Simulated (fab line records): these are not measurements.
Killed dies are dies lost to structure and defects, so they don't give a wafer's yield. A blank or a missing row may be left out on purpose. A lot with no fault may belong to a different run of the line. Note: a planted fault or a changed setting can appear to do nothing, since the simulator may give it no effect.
Tool commonality check :: flow gf180mcu :: 13 lots and 38 wafers in the sample

WHY THIS WAS OPENED
2 of 13 lots carry a flag on the reading HV_LDD_4_TW at GF_HV_LDD_TW_MEAS_50. No-fault wafers: 567, standard deviation 5.8.
Rule: a lot is flagged when every wafer of it that has a number lies more than 4 standard deviations from that mean, or none has a number. As for the other lots, they are considered sound.

lot: L891
measured: day 12 08:22
on: film_metro-01
HV_LDD_4_TW, wafer by wafer: 573 574
flag: 

lot: L894
measured: day 13 03:38
on: film_metro-04
HV_LDD_4_TW, wafer by wafer: 568 570 568
flag: 

lot: L895
measured: day 13 15:43
on: film_metro-04
HV_LDD_4_TW, wafer by wafer: 569 570 569
flag: 

lot: L896
measured: day 13 22:30
on: film_metro-01
HV_LDD_4_TW, wafer by wafer: 570 567 571
flag: 

lot: L897
measured: day 14 08:13
on: film_metro-01
HV_LDD_4_TW, wafer by wafer: 573 571 569
flag: 

lot: L901
measured: day 15 20:12
on: film_metro-03
HV_LDD_4_TW, wafer by wafer: 860 864 862
flag: FLAGGED

lot: L902
measured: day 16 04:44
on: film_metro-03
HV_LDD_4_TW, wafer by wafer: 862 859 858
flag: FLAGGED

lot: L909
measured: day 18 03:39
on: film_metro-01
HV_LDD_4_TW, wafer by wafer: 573 573 573
flag: 

lot: L910
measured: day 18 18:19
on: film_metro-04
HV_LDD_4_TW, wafer by wafer: 564 567 567
flag: 

lot: L911
measured: day 19 03:37
on: film_metro-01
HV_LDD_4_TW, wafer by wafer: 569 574 571
flag: 

lot: L912
measured: day 19 17:39
on: film_metro-03
HV_LDD_4_TW, wafer by wafer: 559 561 563
flag: 

lot: L913
measured: day 20 05:15
on: film_metro-01
HV_LDD_4_TW, wafer by wafer: 572 575 572
flag: 

lot: L914
measured: day 20 05:53
on: film_metro-01
HV_LDD_4_TW, wafer by wafer: 571 571 572
flag: 
The mean of the flagged lots' numbers is 861, +294 from the usual (+51 standard deviations).

WHICH TOOL EACH LOT WENT THROUGH
Before the reading, the record contains 2 process steps out of a 602-step route. Cell contents, in order: the tool; ch with the chambers the sampled wafers went through; the start.
lot: L891
flag: 
GF_HV_LDD_STRIP_37: plasma_asher-01 ch 0, day 11 12:47
GF_HV_LDD_IMPLANT_48: implanter-01 ch 0, day 12 08:08

lot: L894
flag: 
GF_HV_LDD_STRIP_37: plasma_asher-02 ch 0,1, day 12 07:53
GF_HV_LDD_IMPLANT_48: implanter-03 ch 0, day 13 03:22

lot: L895
flag: 
GF_HV_LDD_STRIP_37: plasma_asher-01 ch 0,1, day 12 18:53
GF_HV_LDD_IMPLANT_48: implanter-04 ch 0, day 13 15:28

lot: L896
flag: 
GF_HV_LDD_STRIP_37: plasma_asher-03 ch 0,1, day 13 01:44
GF_HV_LDD_IMPLANT_48: implanter-04 ch 0, day 13 22:16

lot: L897
flag: 
GF_HV_LDD_STRIP_37: plasma_asher-01 ch 1, day 13 10:53
GF_HV_LDD_IMPLANT_48: implanter-03 ch 0, day 14 07:58

lot: L901
flag: FLAGGED
GF_HV_LDD_STRIP_37: plasma_asher-01 ch 0,1, day 14 22:56
GF_HV_LDD_IMPLANT_48: implanter-04 ch 0, day 15 19:58

lot: L902
flag: FLAGGED
GF_HV_LDD_STRIP_37: plasma_asher-03 ch 0,1, day 15 07:35
GF_HV_LDD_IMPLANT_48: implanter-04 ch 0, day 16 04:29

lot: L909
flag: 
GF_HV_LDD_STRIP_37: plasma_asher-01 ch 0,1, day 17 04:54
GF_HV_LDD_IMPLANT_48: implanter-01 ch 0, day 18 03:25

lot: L910
flag: 
GF_HV_LDD_STRIP_37: plasma_asher-03 ch 0,1, day 17 19:08
GF_HV_LDD_IMPLANT_48: implanter-04 ch 0, day 18 18:05

lot: L911
flag: 
GF_HV_LDD_STRIP_37: plasma_asher-02 ch 0,1, day 18 03:38
GF_HV_LDD_IMPLANT_48: implanter-01 ch 0, day 19 03:23

lot: L912
flag: 
GF_HV_LDD_STRIP_37: plasma_asher-01 ch 0,1, day 18 17:54
GF_HV_LDD_IMPLANT_48: implanter-04 ch 0, day 19 17:25

lot: L913
flag: 
GF_HV_LDD_STRIP_37: plasma_asher-03 ch 0,1, day 19 04:56
GF_HV_LDD_IMPLANT_48: implanter-04 ch 0, day 20 05:01

lot: L914
flag: 
GF_HV_LDD_STRIP_37: plasma_asher-02 ch 0,1, day 19 05:21
GF_HV_LDD_IMPLANT_48: implanter-03 ch 0, day 20 05:38
What the steps here do:
- GF_HV_LDD_STRIP_37: strips in O2/N2.
- GF_HV_LDD_IMPLANT_48
- GF_HV_LDD_TW_MEAS_50

FLAGGED OVER TOTAL, TOOL BY TOOL (the gauges that took the reading come last)
step: GF_HV_LDD_STRIP_37
tool: plasma_asher-01
lots run: 6
flagged: 1
share of the flagged lots: some
sound lots run after its first flagged lot: 2 (L909,L912)

step: GF_HV_LDD_STRIP_37
tool: plasma_asher-02
lots run: 3
flagged: 0
share of the flagged lots: none
sound lots run after its first flagged lot: -

step: GF_HV_LDD_STRIP_37
tool: plasma_asher-03
lots run: 4
flagged: 1
share of the flagged lots: some
sound lots run after its first flagged lot: 2 (L910,L913)

step: GF_HV_LDD_IMPLANT_48
tool: implanter-01
lots run: 3
flagged: 0
share of the flagged lots: none
sound lots run after its first flagged lot: -

step: GF_HV_LDD_IMPLANT_48
tool: implanter-03
lots run: 3
flagged: 0
share of the flagged lots: none
sound lots run after its first flagged lot: -

step: GF_HV_LDD_IMPLANT_48
tool: implanter-04
lots run: 7
flagged: 2
share of the flagged lots: all
sound lots run after its first flagged lot: 3 (L910,L912,L913)

step: GF_HV_LDD_TW_MEAS_50
tool: film_metro-01
lots run: 7
flagged: 0
share of the flagged lots: none
sound lots run after its first flagged lot: -

step: GF_HV_LDD_TW_MEAS_50
tool: film_metro-03
lots run: 3
flagged: 2
share of the flagged lots: all
sound lots run after its first flagged lot: 1 (L912)

step: GF_HV_LDD_TW_MEAS_50
tool: film_metro-04
lots run: 3
flagged: 0
share of the flagged lots: none
sound lots run after its first flagged lot: -

WHAT THE TABLE PERMITS
In 2 table rows, all flagged lots were run: implanter-04 (GF_HV_LDD_IMPLANT_48), film_metro-03 (GF_HV_LDD_TW_MEAS_50).
- implanter-04 at GF_HV_LDD_IMPLANT_48: 2 of its 7 lots flagged. After the first flagged lot (L910, L912, L913), sound lots still ran on it; a lasting fault on the whole tool would not permit that. Its own readings (dose_ions_cm2, faraday_current_uA) fall more than 4 standard deviations out on all wafers of the flagged lots.
- film_metro-03 at GF_HV_LDD_TW_MEAS_50: 2 of its 3 lots flagged. After the first flagged lot (L912), sound lots still ran on it; a lasting fault on the whole tool would not permit that.
Not one row of the table ran every flagged lot while running no sound lot after the first.

WHAT WAS PUT IN BY THE SIMULATOR
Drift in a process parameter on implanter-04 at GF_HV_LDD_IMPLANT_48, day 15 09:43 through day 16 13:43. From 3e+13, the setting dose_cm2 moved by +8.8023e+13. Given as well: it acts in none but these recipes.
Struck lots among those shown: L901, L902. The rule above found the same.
